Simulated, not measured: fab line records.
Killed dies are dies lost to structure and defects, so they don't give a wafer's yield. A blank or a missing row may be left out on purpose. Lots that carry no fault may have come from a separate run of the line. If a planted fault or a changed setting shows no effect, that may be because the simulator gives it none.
Comparing a struck lot with a sound one || flow sky130 || 17 steps out of a route of 708
Sound: the wafers L469.1, L469.2, L469.3. Struck: wafers L476.1, L476.3, L476.5. The cause is given at the end.
Each step with rows lists, per side, the tool, then ch with its chambers, then its first start. Under that, the readings that differ: sound wafers || struck wafers || difference of the means || sigmas: that difference in standard deviations of wafers without a fault.
alike: readings with means less than 2 such deviations apart, plus words and numbers identical on both sides. not compared: withheld readings, readings lacking a value on some wafer, bounds such as >300 that could conceal the same value, and numbers that have no deviation in the record and whose values overlap.
A row with sigmas, a row that says differs or no value, or rows on one side alone: a step with any of these is where the two part. Numbers that have no deviation but don't overlap get no sigmas and don't part them. A reading that every wafer of one side lacks parts them only if that side has two wafers or more.

first, 1 step without rows for these wafers: SKY_LDD_N_IMPLANT_15.
SKY_LDD_N_STRIP_16: strips in O2/N2.
  sound on plasma_asher-03 ch 0,1, day 21 14:47; struck on plasma_asher-03 ch 0,1, day 23 11:42
  alike: chamber_pressure_mTorr, drypump_motor_current_A, n2_flow_sccm, oes_product_au, strip_time_to_endpoint_s
  not compared: rf_hours_counter_h
SKY_LDD_N_TW_MEAS_17:
  struck on film_metro-02, day 23 11:48; sound on film_metro-02, day 21 14:53
  alike: LDD_N_TW
then, 7 steps without rows for these wafers: SKY_LDD_P_DEHYDRATE_00 (time 60 s); SKY_LDD_P_HMDS_01 (prime time 60 s); SKY_LDD_P_COAT_02 (resist thk 1140 nm); SKY_LDD_P_SOFTBAKE_03 (time 60 s); SKY_LDD_P_EXPOSE_04 (exposes mask PSDM, target cd 380 nm); SKY_LDD_P_PEB_05; SKY_LDD_P_DEVELOP_06 (develop time 62.21 s).
SKY_LDD_P_CD_MEAS_07 targets a cd of 380 nm.
  struck on cd_sem-02, day 24 18:35; sound on cd_sem-01, day 22 21:28
  alike: cd_nm
SKY_LDD_P_OVL_MEAS_08:
  struck on overlay-01, day 24 18:43; sound on overlay-01, day 22 21:35
  alike: LDD_P_OVL
SKY_LDD_P_IMPLANT_09:
  sound on implanter-04 ch 0, day 22 21:37; struck on implanter-04 ch 0, day 24 18:45
{"reading": "implant_ion_amu", "sound": "49 49 49", "struck": "75 75 75", "difference": "+26", "sigmas": ""}
{"reading": "model.implant.drp_nm (nm)", "sound": "11.41 11.41 11.41", "struck": "8.431 8.431 8.431", "difference": -2.979, "sigmas": ""}
{"reading": "model.implant.rp_nm (nm)", "sound": "21.02 21.02 21.02", "struck": "18.28 18.28 18.28", "difference": -2.74, "sigmas": ""}
  alike: end_station_pressure_torr
SKY_LDD_P_STRIP_10: strips in O2/N2.
  sound on plasma_asher-04 ch 0,1, day 22 21:46; struck on plasma_asher-01 ch 0, day 24 18:54
{"reading": "chamber_pressure_mTorr (mTorr)", "sound": "1501.9 1501.6 1501.2", "struck": "1499.2 1499.9 1497.6", "difference": -2.7, "sigmas": -2}
  alike: drypump_motor_current_A, n2_flow_sccm, oes_product_au, strip_time_to_endpoint_s
  not compared: rf_hours_counter_h
SKY_LDD_P_TW_MEAS_11:
  struck on film_metro-03, day 24 19:00; sound on film_metro-03, day 22 21:52
{"reading": "LDD_P_TW", "sound": "627 624 624", "struck": "1044 1045 1036", "difference": "+417", "sigmas": "+47"}
then, 1 step without rows for these wafers: SKY_LDD_HVN_DEHYDRATE_00 (time 60 s).
-- the record jumps here: 25 days lie between the struck wafers' starts before and after (it left off in module LDD_HVN and takes up again in module PAD_OPEN, whose first step shown is number 708 of the route) --
SKY_PAD_OPEN_PROBE_99:
  struck on prober-01, day 50 06:45; sound on prober-02, day 49 02:02
{"reading": "model.etest.pfet_01v8.r_on_ohm_um", "sound": "2840 2855 2877", "struck": "4265 4112 4073", "difference": "+1293", "sigmas": ""}
{"reading": "model.etest.pfet_g5v0d10v5.r_on_ohm_um", "sound": "4768 4670 4761", "struck": "4980 4887 4908", "difference": "+192", "sigmas": ""}
{"reading": "model.etest.pfet_01v8.drive_ua_um", "sound": "198.6 197.1 193", "struck": "128.8 133.3 133.6", "difference": -64.3, "sigmas": ""}
{"reading": "model.etest.sram_pfet_latch.drive_ua_um", "sound": "146.1 148.3 147.5", "struck": "91.16 94.83 95.49", "difference": -53.47, "sigmas": ""}
{"reading": "model.etest.pfet_01v8_hvt.drive_ua_um", "sound": "146.8 147.1 143.2", "struck": "92.26 96.88 96.36", "difference": -50.53, "sigmas": ""}
{"reading": "model.etest.pfet_01v8_mvt.drive_ua_um", "sound": "156.2 155.2 153.2", "struck": "122.1 124.8 124.3", "difference": -31.1, "sigmas": ""}
{"reading": "model.etest.pfet_01v8_lvt.drive_ua_um", "sound": "173.9 174.8 171.9", "struck": "146.1 150.3 149.8", "difference": -24.8, "sigmas": ""}
{"reading": "model.etest.pfet_g5v0d10v5.drive_ua_um", "sound": "340.1 346 339.3", "struck": "333.2 335.3 329.6", "difference": -9.1, "sigmas": ""}

WHERE THEY PART
Last at SKY_LDD_P_TW_MEAS_11 as far as this record goes, first at SKY_LDD_P_STRIP_10.

WHY: the cause the simulator had injected
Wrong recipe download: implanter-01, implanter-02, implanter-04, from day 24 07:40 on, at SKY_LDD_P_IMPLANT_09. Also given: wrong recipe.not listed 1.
